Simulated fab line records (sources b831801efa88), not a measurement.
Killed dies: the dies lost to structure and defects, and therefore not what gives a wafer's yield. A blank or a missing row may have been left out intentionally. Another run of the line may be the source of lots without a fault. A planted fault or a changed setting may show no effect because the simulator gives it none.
fab line records    flow sky130
record: lots: 6  wafers: 18  last-day: 50
route steps=708 shown PWDE@52 NWELL@56 PAD_OPEN@708
lots that met no fault: taken from a fault-free run of the same line
start-h: the number of hours between the record's first day and the start of the first shown wafer of the lot    wait-h: hours since the lot's step before    " as in the row above    L1.1+2: a row that stands for several wafers    - either no value or no given start    * or withheld: withheld    < > ~ a bound
route shown NAME@n: names a module that has steps shown in the file, with the first one's number in the route    usual: mean/standard deviation of fault-free wafers    same: alike in all rows    chamber/n: place in a boat    sites: readings site by site    _std_site: the standard deviation of these    _edge_site: outer sites' mean less inner sites'    radius-mm: how far each site lies from the wafer's centre    mask NAME#n: copy n    behind: the most recent tool/chamber to have shaped the wafer    hold: reason for holding the lot/hours on hold/outcome of the hold    device: transistor that didn't switch, given as n, p or np    end of line: the tests these same wafers got at the end of their route    where a step has no rows: the recipe by itself    killed: dies lost to structure and defects at the first sort, not the wafer's yield    map: shows each die of a wafer: x if killed, . if not, _ if none is there
set.NAME: setting as actually run; set.NAME@STEP: the setting as run at that earlier step    model.NAME: the simulator's own value behind a step, which no gauge read
lots seen at some steps along the route; tables by step, rows by wafer
services: the hour from which a tool's chamber was out of use, counted from the record's first day as start-h (under 0 if before that day), plus the number of hours and why
== steps ==
step: SKY_PWDE_OVL_MEAS_07
usual: PWDE_OVL: 0.6/1.6
lot.wafer  tool        chamber  start-h  wait-h  PWDE_OVL[nm]
L431.4     overlay-01  -        73.97    -       1.8
L431.5     "           -        "        "       1.2
L431.6     "           -        "        "       -0.1
L434.2     overlay-01  -        86.63    -       0.0
L434.3     "           -        "        "       0.9
L434.6     "           -        "        "       -1.1
L441.1     overlay-02  -        125.22   -       -0.1
L441.5     "           -        "        "       1.1
L441.6     "           -        "        "       -1.0
L442.1     overlay-01  -        129.35   -       0.4
L442.4     "           -        "        "       2.8
L442.6     "           -        "        "       0.7
L451.1     overlay-01  -        179.77   -       2.9
L451.3     "           -        "        "       1.0
L451.6     "           -        "        "       1.3
L453.1     overlay-02  -        191.20   -       -1.2
L453.5     "           -        "        "       -0.5
L453.6     "           -        "        "       0.0
step: SKY_PWDE_IMPLANT_08
recipe: species: B  energy-kev: 150  dose-cm2: 3.6e+12  tilt-deg: withheld
step: SKY_PWDE_STRIP_09
recipe: chemistry: O2/N2  power-w: 1400  pressure-mtorr: 1500  platen-temp-c: withheld  o2-flow-sccm: 3000  n2-flow-sccm: 300  overash-fraction: 0.5
usual: drypump-motor-current-A: 5.7/0.37  oes-product-au: 0.721/0.0049  strip-time-to-endpoint-s: 37.02/0.11
lot.wafer  tool             chamber  start-h  wait-h  drypump-motor-current-A  oes-product-au  rf-hours-counter-h  strip-time-to-endpoint-s
L431.4     plasma-asher-04  1        74.17    0.1     5.0                      0.725           -                   36.82
L431.5     "                1        "        "       5.0                      0.719           -                   36.92
L431.6     "                0        "        "       5.7                      0.720           -                   36.94
L434.2     plasma-asher-04  1        86.81    0.1     5.0                      0.724           40                  37.16
L434.3     "                1        "        "       5.1                      0.718           -                   37.07
L434.6     "                0        "        "       5.7                      0.724           -                   37.09
L441.1     plasma-asher-03  0        125.41   0.1     5.9                      0.709           44                  37.09
L441.5     "                0        "        "       6.0                      0.720           -                   37.11
L441.6     "                1        "        "       5.9                      0.730           -                   37.26
L442.1     plasma-asher-04  0        129.54   0.1     5.7                      0.719           45                  37.06
L442.4     "                1        "        "       5.0                      0.718           -                   36.97
L442.6     "                0        "        "       5.7                      0.717           -                   36.98
L451.1     plasma-asher-02  0        180.14   0.1     6.0                      0.721           33                  36.87
L451.3     "                1        "        "       5.7                      0.727           -                   36.91
L451.6     "                1        "        "       5.7                      0.717           -                   36.80
L453.1     plasma-asher-03  1        191.38   0.1     5.8                      0.723           51                  37.14
L453.5     "                0        "        "       6.0                      0.717           -                   37.01
L453.6     "                1        "        "       5.8                      0.725           -                   37.05
step: SKY_PWDE_TW_MEAS_10
usual: PWDE_TW: 373/3.7
lot.wafer  tool           chamber  start-h  wait-h  PWDE_TW
L431.4     film-metro-02  -        74.27    0.1     368
L431.5     "              -        "        "       369
L431.6     "              -        "        "       370
L434.2     film-metro-04  -        86.92    0.1     373
L434.3     "              -        "        "       373
L434.6     "              -        "        "       375
L441.1     film-metro-04  -        125.51   0.1     374
L441.5     "              -        "        "       375
L441.6     "              -        "        "       376
L442.1     film-metro-03  -        129.64   0.1     374
L442.4     "              -        "        "       375
L442.6     "              -        "        "       374
L451.1     film-metro-04  -        180.24   0.1     374
L451.3     "              -        "        "       374
L451.6     "              -        "        "       373
L453.1     film-metro-02  -        191.48   0.1     367
L453.5     "              -        "        "       368
L453.6     "              -        "        "       370
step: SKY_NWELL_DEHYDRATE_03
recipe: temp-c: 200  time-s: 60
step: SKY_NWELL_HMDS_04
recipe: prime-time-s: 60  prime-temp-c: 120
step: SKY_NWELL_COAT_05
recipe: spin-rpm: 2000  resist-thk-nm: 3000
step: SKY_NWELL_SOFTBAKE_06
recipe: temp-c: 110  time-s: withheld
step: SKY_NWELL_EXPOSE_07
recipe: mask-id: NWM  na: 0.6  source-shape: conventional  sigma-outer: 0.6  polarization: unpolarized  target-cd-nm: 840  dose-mj: 255
step: SKY_NWELL_PEB_08
recipe: temp-c: 115  time-s: withheld
step: SKY_NWELL_DEVELOP_09
recipe: wall-angle-deg: 90  developer: TMAH  develop-time-s: 60  dev-temp-c: 23
step: SKY_NWELL_OVL_MEAS_10
usual: NWELL_00_OVL: 1.6/1.8
lot.wafer  tool        chamber  start-h  wait-h  NWELL_00_OVL[nm]
L431.4     overlay-01  -        91.37    -       2.8
L431.5     "           -        "        "       2.4
L431.6     "           -        "        "       2.7
L434.2     overlay-01  -        104.01   -       1.1
L434.3     "           -        "        "       3.8
L434.6     "           -        "        "       1.8
L441.1     overlay-02  -        145.35   -       -1.4
L441.5     "           -        "        "       1.1
L441.6     "           -        "        "       0.7
L442.1     overlay-02  -        148.90   -       1.4
L442.4     "           -        "        "       2.3
L442.6     "           -        "        "       1.0
L451.1     overlay-02  -        201.75   -       0.5
L451.3     "           -        "        "       -0.8
L451.6     "           -        "        "       0.9
L453.1     overlay-01  -        213.15   -       2.3
L453.5     "           -        "        "       1.6
L453.6     "           -        "        "       1.9
step: SKY_NWELL_IMPLANT_11
recipe: species: P  energy-kev: 400  dose-cm2: 1.9e+13  tilt-deg: withheld
usual: dose-ions-cm2: 1.9001e+13/2e+10  faraday-current-uA: 107.2/2
lot.wafer  tool          chamber  start-h  wait-h  dose-ions-cm2  faraday-current-uA
L431.4     implanter-02  0        91.46    0.1     1.9013e+13     108.1
L431.5     "             0        "        "       1.8987e+13     108.0
L431.6     "             0        "        "       1.9055e+13     103.9
L434.2     implanter-04  0        104.07   0.0     1.8976e+13     105.6
L434.3     "             0        "        "       1.8989e+13     106.4
L434.6     "             0        "        "       1.8999e+13     106.4
L441.1     implanter-03  0        145.39   0.0     1.0925e+13     60.5
L441.5     "             0        "        "       1.088e+13      60.9
L441.6     "             0        "        "       1.0902e+13     58.0
L442.1     implanter-03  0        148.94   0.0     1.0904e+13     59.5
L442.4     "             0        "        "       1.09e+13       62.8
L442.6     "             0        "        "       1.0898e+13     60.8
L451.1     implanter-04  0        201.78   0.0     1.8987e+13     109.7
L451.3     "             0        "        "       1.9024e+13     106.0
L451.6     "             0        "        "       1.9026e+13     103.6
L453.1     implanter-04  0        213.19   0.0     1.9009e+13     105.7
L453.5     "             0        "        "       1.9012e+13     105.8
L453.6     "             0        "        "       1.8976e+13     105.9
step: SKY_NWELL_IMPLANT_12
recipe: species: P  energy-kev: 120  dose-cm2: 1.3e+12  tilt-deg: withheld
step: SKY_NWELL_IMPLANT_13
recipe: species: P  energy-kev: 50  dose-cm2: 7e+11  tilt-deg: withheld
step: SKY_NWELL_STRIP_14
recipe: chemistry: O2/N2  power-w: 1400  pressure-mtorr: 1500  platen-temp-c: withheld  o2-flow-sccm: 3000  n2-flow-sccm: 300  overash-fraction: 0.5
usual: drypump-motor-current-A: 5.7/0.31  oes-product-au: 0.722/0.0044  strip-time-to-endpoint-s: 36.95/0.11
lot.wafer  tool             chamber  start-h  wait-h  drypump-motor-current-A  oes-product-au  rf-hours-counter-h  strip-time-to-endpoint-s
L431.4     plasma-asher-02  0        91.87    0.1     6.0                      0.717           -                   36.92
L431.5     "                1        "        "       5.7                      0.727           -                   36.82
L431.6     "                0        "        "       6.0                      0.722           -                   36.95
L434.2     plasma-asher-02  1        104.49   0.1     5.7                      0.726           27                  36.93
L434.3     "                1        "        "       5.7                      0.717           -                   37.07
L434.6     "                1        "        "       5.7                      0.718           -                   36.94
L441.1     plasma-asher-04  1        145.84   0.1     5.0                      0.714           47                  37.15
L441.5     "                1        "        "       5.0                      0.719           -                   37.11
L441.6     "                0        "        "       5.8                      0.721           -                   37.11
L442.1     plasma-asher-02  0        149.39   0.1     6.0                      0.718           30                  36.95
L442.4     "                1        "        "       5.7                      0.720           -                   36.93
L442.6     "                0        "        "       6.0                      0.713           -                   37.00
L451.1     plasma-asher-02  0        202.23   0.1     6.0                      0.724           35                  36.95
L451.3     "                1        "        "       5.7                      0.722           -                   36.97
L451.6     "                1        "        "       5.7                      0.714           -                   37.00
L453.1     plasma-asher-01  1        213.64   0.1     5.8                      0.726           8                   36.86
L453.5     "                1        "        "       5.8                      0.719           -                   36.92
L453.6     "                0        "        "       5.8                      0.729           -                   36.89
step: SKY_NWELL_TW_MEAS_15
usual: NWELL_TW: 1816/17
lot.wafer  tool           chamber  start-h  wait-h  NWELL_TW
L431.4     film-metro-04  -        91.96    0.1     1826
L431.5     "              -        "        "       1829
L431.6     "              -        "        "       1817
L434.2     film-metro-02  -        104.60   0.1     1790
L434.3     "              -        "        "       1797
L434.6     "              -        "        "       1797
L441.1     film-metro-04  -        145.94   0.1     1537
L441.5     "              -        "        "       1533
L441.6     "              -        "        "       1534
L442.1     film-metro-04  -        149.49   0.1     1541
L442.4     "              -        "        "       1534
L442.6     "              -        "        "       1538
L451.1     film-metro-04  -        202.33   0.1     1831
L451.3     "              -        "        "       1828
L451.6     "              -        "        "       1844
L453.1     film-metro-02  -        213.74   0.1     1799
L453.5     "              -        "        "       1795
L453.6     "              -        "        "       1788
step: SKY_NWELL_DEHYDRATE_16
recipe: temp-c: 200  time-s: 60
step: SKY_NWELL_HMDS_17
recipe: prime-time-s: 60  prime-temp-c: 120
step: SKY_NWELL_COAT_18
recipe: spin-rpm: 2000  resist-thk-nm: 3000
step: SKY_NWELL_SOFTBAKE_19
recipe: temp-c: 110  time-s: withheld
step: SKY_NWELL_EXPOSE_20
recipe: mask-id: NWM_COMPLEMENT  na: 0.6  source-shape: conventional  sigma-outer: 0.6  polarization: unpolarized  target-cd-nm: 840  dose-mj: 260
step: SKY_NWELL_PEB_21
recipe: temp-c: 115  time-s: withheld
step: SKY_NWELL_DEVELOP_22
recipe: wall-angle-deg: 90  developer: TMAH  develop-time-s: 60  dev-temp-c: 23
step: SKY_NWELL_OVL_MEAS_23
usual: NWELL_01_OVL: -0.6/1.6
lot.wafer  tool        chamber  start-h  wait-h  NWELL_01_OVL[nm]
L431.4     overlay-02  -        109.02   -       -1.5
L431.5     "           -        "        "       -2.1
L431.6     "           -        "        "       -0.8
L434.2     overlay-02  -        122.85   -       -0.6
L434.3     "           -        "        "       -0.7
L434.6     "           -        "        "       -0.2
L441.1     overlay-02  -        166.00   -       -3.2
L441.5     "           -        "        "       1.8
L441.6     "           -        "        "       -0.1
L442.1     overlay-01  -        169.70   -       -2.8
L442.4     "           -        "        "       -1.1
L442.6     "           -        "        "       0.7
L451.1     overlay-01  -        224.15   -       -0.5
L451.3     "           -        "        "       -1.7
L451.6     "           -        "        "       -1.2
L453.1     overlay-02  -        236.15   -       0.2
L453.5     "           -        "        "       -0.5
L453.6     "           -        "        "       -0.6
step: SKY_NWELL_IMPLANT_24
recipe: species: B  energy-kev: 140  dose-cm2: 9.2e+12  tilt-deg: withheld
step: SKY_NWELL_STRIP_25
recipe: chemistry: O2/N2  power-w: 1400  pressure-mtorr: 1500  platen-temp-c: withheld  o2-flow-sccm: 3000  n2-flow-sccm: 300  overash-fraction: 0.5
usual: drypump-motor-current-A: 5.78/0.26  oes-product-au: 0.722/0.0045  strip-time-to-endpoint-s: 37.00/0.11
lot.wafer  tool             chamber  start-h  wait-h  drypump-motor-current-A  oes-product-au  rf-hours-counter-h  strip-time-to-endpoint-s
L431.4     plasma-asher-02  1        109.22   0.1     5.70                     0.726           -                   36.89
L431.5     "                0        "        "       6.03                     0.716           -                   36.86
L431.6     "                1        "        "       5.69                     0.724           -                   36.92
L434.2     plasma-asher-01  0        123.03   0.1     5.85                     0.725           1                   37.05
L434.3     "                1        "        "       5.80                     0.725           -                   37.05
L434.6     "                0        "        "       5.86                     0.721           -                   37.09
L441.1     plasma-asher-02  0        166.18   0.1     6.06                     0.723           32                  36.90
L441.5     "                0        "        "       6.03                     0.721           -                   36.91
L441.6     "                1        "        "       5.71                     0.715           -                   36.85
L442.1     plasma-asher-02  0        169.89   0.1     6.01                     0.729           32                  36.87
L442.4     "                0        "        "       6.02                     0.727           -                   36.95
L442.6     "                1        "        "       5.69                     0.719           -                   36.93
L451.1     plasma-asher-01  0        224.34   0.1     5.91                     0.731           9                   37.07
L451.3     "                1        "        "       5.83                     0.725           -                   37.08
L451.6     "                0        "        "       5.91                     0.722           -                   37.05
L453.1     plasma-asher-04  0        236.33   0.1     5.73                     0.724           56                  36.92
L453.5     "                0        "        "       5.72                     0.719           -                   36.95
L453.6     "                1        "        "       4.99                     0.717           -                   37.07
step: SKY_NWELL_TW_MEAS_26
usual: NWELL_2_TW: 495/5.4
lot.wafer  tool           chamber  start-h  wait-h  NWELL_2_TW
L431.4     film-metro-04  -        109.32   0.1     502
L431.5     "              -        "        "       500
L431.6     "              -        "        "       496
L434.2     film-metro-03  -        123.14   0.1     499
L434.3     "              -        "        "       501
L434.6     "              -        "        "       499
L441.1     film-metro-03  -        166.28   0.1     497
L441.5     "              -        "        "       497
L441.6     "              -        "        "       497
L442.1     film-metro-04  -        169.99   0.1     502
L442.4     "              -        "        "       499
L442.6     "              -        "        "       500
L451.1     film-metro-02  -        224.44   0.1     489
L451.3     "              -        "        "       487
L451.6     "              -        "        "       488
L453.1     film-metro-03  -        236.43   0.1     498
L453.5     "              -        "        "       496
L453.6     "              -        "        "       495
step: SKY_NWELL_CLEAN_27
recipe: chemistry: SC1/SC2  mix: 1:4:20  temp-c: 70  time-s: 150  dry: n2-spin
step: SKY_NWELL_RTA_28
recipe: temp-c: 1050  time-s: 30  idle-temp-c: 650  ramp-up-c-per-s: 150  ramp-down-c-per-s: 90  ambient: N2
usual: lamp-power-pct: 25.30/0.051  wafer_temp_C_max: 1054.7/0.98
same: time-s: 30
lot.wafer  tool           chamber  start-h  wait-h  lamp-power-pct  wafer_temp_C_max
L431.4     rtp-anneal-01  0        109.45   0.1     25.39           1054.9
L431.5     "              0        "        "       25.19           1054.7
L431.6     "              0        "        "       25.31           1055.1
L434.2     rtp-anneal-02  0        123.27   0.0     25.28           1054.6
L434.3     "              0        "        "       25.27           1056.2
L434.6     "              0        "        "       25.35           1053.9
L441.1     rtp-anneal-02  0        166.39   0.0     25.25           1054.2
L441.5     "              0        "        "       25.39           1054.0
L441.6     "              0        "        "       25.24           1055.6
L442.1     rtp-anneal-01  0        170.10   0.0     25.36           1054.2
L442.4     "              0        "        "       25.29           1054.4
L442.6     "              0        "        "       25.32           1053.1
L451.1     rtp-anneal-01  0        224.55   0.0     25.38           1054.4
L451.3     "              0        "        "       25.24           1055.5
L451.6     "              0        "        "       25.34           1056.1
L453.1     rtp-anneal-02  0        236.54   0.0     25.33           1053.9
L453.5     "              0        "        "       25.22           1054.8
L453.6     "              0        "        "       25.37           1055.7
step: SKY_NWELL_RS_MEAS_29
recipe: thk-meas-gauge: four-point-probe
usual: NWELL_RS: 625.1/1.6
lot.wafer  tool           chamber  start-h  wait-h  NWELL_RS[ohm/sq]
L431.4     film-metro-02  -        109.56   0.1     624.4
L431.5     "              -        "        "       624.1
L431.6     "              -        "        "       625.3
L434.2     film-metro-03  -        123.37   0.1     624.6
L434.3     "              -        "        "       626.2
L434.6     "              -        "        "       625.0
L441.1     film-metro-03  -        166.49   0.1     845.3
L441.5     "              -        "        "       843.1
L441.6     "              -        "        "       841.8
L442.1     film-metro-04  -        170.20   0.1     840.8
L442.4     "              -        "        "       838.7
L442.6     "              -        "        "       838.3
L451.1     film-metro-04  -        224.65   0.1     627.9
L451.3     "              -        "        "       627.1
L451.6     "              -        "        "       627.0
L453.1     film-metro-04  -        236.64   0.1     624.9
L453.5     "              -        "        "       625.6
L453.6     "              -        "        "       625.3
step: SKY_PAD_OPEN_PROBE_99
usual: killed_at_M0_to_M3: 41/6.2  killed_at_M4_up: 3.0/1.7  killed-at-contacts: 25/5.8  killed-at-front-end: 16/4.5  killed-at-other: 0.2/0.42  killed-dies: 85/8.4  killed-open: 46/5.9  killed-short: 39/6.3
same: gross-dies: 492  killed-at-back-side: 0
lot.wafer  tool       chamber  start-h  wait-h  killed_at_M0_to_M3  killed_at_M4_up  killed-at-contacts  killed-at-front-end  killed-at-other  killed-dies  killed-open  killed-short  model.etest.nfet_16v.r-on-ohm-um  model.etest.pfet_16v.r-on-ohm-um  model.etest.res-nwell.line-ohm-um  model.etest.res-nwell.rs-ohm-sq  model.etest.tip_p_5v.rs-ohm-sq  model.etest.res-iso-pwell.width-nm  model.etest.res-nwell.width-nm  model.etest.pfet_16v.drive-ua-um
L431.4     prober-02  -        1083.34  0.2     38                  4                22                  19                   0                83           45           38            1.398e+04                         1.489e+04                         1122                               921.8                            2841                            2649                                842.5                           251.3
L431.5     prober-02  -        1083.39  0.2     50                  6                18                  16                   0                90           49           41            1.411e+04                         1.543e+04                         1146                               970.4                            2844                            2637                                843.2                           243.3
L431.6     prober-02  -        1083.44  0.2     43                  6                23                  20                   1                93           48           45            1.391e+04                         1.499e+04                         1144                               941                              2846                            2651                                837.2                           249.6
L434.2     prober-01  -        1102.53  0.1     41                  1                35                  14                   0                91           52           39            1.441e+04                         1.546e+04                         1080                               925.8                            2837                            2624                                847.9                           245.2
L434.3     prober-01  -        1102.58  0.2     43                  4                30                  17                   0                94           47           47            1.429e+04                         1.519e+04                         1082                               916.2                            2831                            2634                                844.4                           251
L434.6     prober-01  -        1102.73  0.2     44                  2                30                  19                   0                95           54           41            1.436e+04                         1.55e+04                          1100                               936                              2844                            2635                                854.3                           246.1
L441.1     prober-02  -        1142.77  0.1     37                  2                24                  11                   0                74           43           31            1.71e+04                          1.503e+04                         1729                               1375                             2786                            2687                                803.3                           254.8
L441.5     prober-02  -        1142.97  0.2     54                  3                16                  11                   1                85           50           35            1.691e+04                         1.489e+04                         1684                               1334                             2786                            2679                                802.9                           261.2
L441.6     prober-02  -        1143.02  0.2     46                  2                22                  17                   0                87           42           45            1.686e+04                         1.489e+04                         1691                               1342                             2772                            2690                                799.2                           257.6
L442.1     prober-01  -        1145.96  0.1     47                  2                27                  16                   0                92           50           42            1.721e+04                         1.41e+04                          1579                               1235                             2718                            2703                                789                             274.9
L442.4     prober-01  -        1146.11  0.2     41                  7                23                  21                   0                92           48           44            1.708e+04                         1.416e+04                         1548                               1240                             2732                            2688                                792.4                           273.4
L442.6     prober-01  -        1146.21  0.2     41                  3                20                  23                   0                87           55           32            1.725e+04                         1.423e+04                         1569                               1261                             2736                            2690                                795.5                           272.2
L451.1     prober-01  -        1186.97  0.1     33                  6                32                  20                   0                91           44           44            1.385e+04                         1.512e+04                         1198                               1006                             2878                            2630                                842.2                           243.9
L451.3     prober-01  -        1187.07  0.2     50                  3                21                  17                   0                91           45           45            1.38e+04                          1.522e+04                         1183                               1001                             2898                            2637                                840.2                           240.9
L451.6     prober-01  -        1187.22  0.2     43                  2                22                  14                   0                81           48           33            1.391e+04                         1.515e+04                         1172                               999                              2891                            2641                                839.8                           239.6
L453.1     prober-02  -        1197.34  0.1     51                  1                29                  11                   0                92           41           51            1.378e+04                         1.5e+04                           1149                               959.6                            2854                            2649                                834.6                           242.2
L453.5     prober-02  -        1197.54  0.2     39                  3                23                  21                   0                86           43           42            1.384e+04                         1.512e+04                         1156                               965.5                            2854                            2641                                839.2                           242
L453.6     prober-02  -        1197.59  0.2     46                  2                29                  16                   1                94           50           42            1.375e+04                         1.5e+04                           1135                               954.4                            2832                            2659                                832.3                           244.7
killed by level:class
L431.4 VIA1:geometric-particle:open=7 VIA3:geometric-particle:open=7 VIA2:geometric-particle:open=6 CONTACT:geometric-particle:open=5 POLY_GATE:geometric-particle:open=5 POLY_GATE:geometric-particle:short=5 LOCAL_INTERCONNECT:geometric-particle:short=5 FIELD_ISO:geometric-particle:short=4
L431.5 VIA1:geometric-particle:open=13 VIA3:geometric-particle:open=11 METAL1:geometric-particle:short=8 CONTACT:geometric-particle:open=6 LOCAL_INTERCONNECT:geometric-particle:short=5 VIA2:geometric-particle:open=5 POLY_GATE:geometric-particle:short=4 LI_CONTACT:geometric-particle:open=4
L431.6 CONTACT:geometric-particle:open=13 VIA1:geometric-particle:open=11 POLY_GATE:geometric-particle:short=6 VIA1:geometric-particle:short=5 VIA3:geometric-particle:open=5 VIA2:geometric-particle:open=5 FIELD_ISO:geometric-particle:short=4 METAL3:geometric-particle:short=4
L434.2 CONTACT:geometric-particle:open=12 CONTACT:geometric-particle:short=12 VIA2:geometric-particle:open=10 VIA1:geometric-particle:open=9 VIA1:geometric-particle:short=7 LI_CONTACT:geometric-particle:open=6 FIELD_ISO:geometric-particle:open=5 METAL1:geometric-particle:short=4
L434.3 CONTACT:geometric-particle:open=11 METAL1:geometric-particle:short=9 LI_CONTACT:geometric-particle:open=7 VIA3:geometric-particle:open=7 FIELD_ISO:geometric-particle:open=6 LOCAL_INTERCONNECT:geometric-particle:short=6 FIELD_ISO:geometric-particle:short=5 CONTACT:geometric-particle:short=5
L434.6 CONTACT:geometric-particle:open=14 VIA1:geometric-particle:open=11 POLY_GATE:geometric-particle:short=6 VIA2:geometric-particle:open=6 LI_CONTACT:geometric-particle:open=5 LOCAL_INTERCONNECT:geometric-particle:short=5 METAL1:geometric-particle:short=5 METAL3:geometric-particle:short=5
L441.1 VIA1:geometric-particle:open=9 VIA3:geometric-particle:open=8 LI_CONTACT:geometric-particle:open=7 CONTACT:geometric-particle:open=7 CONTACT:geometric-particle:short=6 METAL1:geometric-particle:short=3 VIA1:geometric-particle:short=3 VIA2:geometric-particle:open=3
L441.5 VIA3:geometric-particle:open=15 VIA1:geometric-particle:open=11 CONTACT:geometric-particle:open=8 VIA2:geometric-particle:open=8 METAL2:geometric-particle:short=5 METAL3:geometric-particle:short=4 POLY_GATE:geometric-particle:short=3 LOCAL_INTERCONNECT:geometric-particle:short=3
L441.6 CONTACT:geometric-particle:open=11 VIA1:geometric-particle:open=9 METAL1:geometric-particle:short=6 VIA2:geometric-particle:open=6 POLY_GATE:geometric-particle:short=5 CONTACT:geometric-particle:short=5 VIA2:geometric-particle:short=5 VIA3:geometric-particle:open=5
L442.1 VIA1:geometric-particle:open=14 CONTACT:geometric-particle:open=11 VIA1:geometric-particle:short=7 VIA2:geometric-particle:open=7 FIELD_ISO:geometric-particle:short=6 FIELD_ISO:geometric-particle:open=4 LOCAL_INTERCONNECT:geometric-particle:short=4 LOCAL_INTERCONNECT:geometric-particle:open=4
L442.4 CONTACT:geometric-particle:open=10 VIA1:geometric-particle:open=9 FIELD_ISO:geometric-particle:open=7 METAL4:geometric-particle:short=7 LI_CONTACT:geometric-particle:open=6 VIA3:geometric-particle:open=6 METAL2:geometric-particle:short=6 FIELD_ISO:geometric-particle:short=5
L442.6 FIELD_ISO:geometric-particle:open=13 VIA1:geometric-particle:open=11 CONTACT:geometric-particle:open=9 VIA3:geometric-particle:open=7 LI_CONTACT:geometric-particle:open=6 FIELD_ISO:geometric-particle:short=5 VIA1:geometric-particle:short=5 METAL1:geometric-particle:short=4
L451.1 CONTACT:geometric-particle:open=15 FIELD_ISO:geometric-particle:open=5 POLY_GATE:geometric-particle:short=5 LOCAL_INTERCONNECT:geometric-particle:short=5 VIA1:geometric-particle:open=5 METAL4:geometric-particle:short=5 POLY_GATE:geometric-particle:open=4 LI_CONTACT:geometric-particle:open=4
L451.3 VIA2:geometric-particle:open=10 METAL1:geometric-particle:short=9 VIA3:geometric-particle:short=8 CONTACT:geometric-particle:open=8 POLY_GATE:geometric-particle:open=6 VIA1:geometric-particle:open=5 VIA3:geometric-particle:open=5 VIA1:geometric-particle:short=4
L451.6 CONTACT:geometric-particle:open=12 VIA1:geometric-particle:open=10 VIA3:geometric-particle:open=8 VIA2:geometric-particle:short=6 FIELD_ISO:geometric-particle:short=5 VIA2:geometric-particle:open=5 POLY_GATE:geometric-particle:open=4 VIA3:geometric-particle:short=4
L453.1 CONTACT:geometric-particle:open=10 METAL2:geometric-particle:short=9 VIA3:geometric-particle:open=9 FIELD_ISO:geometric-particle:short=7 METAL1:geometric-particle:short=7 VIA1:geometric-particle:open=7 CONTACT:geometric-particle:short=6 LI_CONTACT:geometric-particle:open=5
L453.5 CONTACT:geometric-particle:open=8 METAL1:geometric-particle:short=7 VIA1:geometric-particle:open=7 FIELD_ISO:geometric-particle:short=6 FIELD_ISO:geometric-particle:open=5 LOCAL_INTERCONNECT:geometric-particle:short=5 POLY_GATE:geometric-particle:open=5 LI_CONTACT:geometric-particle:open=5
L453.6 CONTACT:geometric-particle:open=12 VIA1:geometric-particle:open=11 LI_CONTACT:geometric-particle:short=6 VIA2:geometric-particle:open=6 FIELD_ISO:geometric-particle:short=5 POLY_GATE:geometric-particle:open=5 LOCAL_INTERCONNECT:geometric-particle:short=5 VIA3:geometric-particle:open=5
== services ==
tool             chamber  start-h  hours  kind
implanter-03     -        51.64    0.6    repair
rtp-anneal-02    -        56.01    6.2    pm
implanter-04     -        64.61    3.6    repair
plasma-asher-03  -        97.22    9.6    repair
plasma-asher-01  -        108.75   9.0    pm
plasma-asher-01  0        108.75   9.0    vent-cycle
plasma-asher-01  1        108.75   9.0    vent-cycle
plasma-asher-01  0        117.75   -      clean
plasma-asher-01  1        117.75   -      clean
implanter-02     -        121.44   5.8    repair
implanter-04     -        133.73   3.0    repair
plasma-asher-02  -        137.41   11.5   repair
plasma-asher-01  -        146.34   14.6   pm
implanter-04     -        159.19   3.2    repair
plasma-asher-01  -        163.35   1.4    repair
implanter-02     -        171.90   1.0    repair
plasma-asher-04  -        176.56   2.9    repair
implanter-02     -        179.34   0.9    repair
implanter-04     -        188.91   3.4    pm
plasma-asher-04  -        224.98   0.9    repair
== key ==
first-sign: step: SKY_NWELL_IMPLANT_11  reading: dose-ions-cm2  direction: down  sigmas: 99+  usual: *  struck: *
effect: step: SKY_NWELL_IMPLANT_11  reading: faraday-current-uA  direction: down  sigmas: 24  usual: 107.2  struck: 60.4
effect: step: SKY_NWELL_TW_MEAS_15  reading: NWELL_TW  direction: down  sigmas: 16  usual: 1816  struck: 1536
effect: step: SKY_NWELL_RS_MEAS_29  reading: NWELL_RS  direction: up  sigmas: 99+  usual: 625.1  struck: 841.3
model-effect: step: SKY_PAD_OPEN_PROBE_99  value: etest.nfet_16v.r-on-ohm-um  without: 1.43e+04  struck: 1.707e+04
met-at SKY_NWELL_IMPLANT_11
struck-wafers L441.1,L441.5,L441.6,L442.1,L442.4,L442.6
tester-left-out L441,L442
fault: kind: process-parameter-drift  tool: implanter-03  chamber: -  onset-h: 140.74  steps: SKY_NWELL_IMPLANT_11  channel: dose-cm2  offset: *  shape: step  end-h: 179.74  acts-in: *  stated: *
tester-left-out: of these lots the tester's yield and bins aren't shown, on N5 and GAA mostly nor the transistor test; their killed dies are dies lost to structure and defects alone, not to doping, threshold or leakage, so they don't give the yield
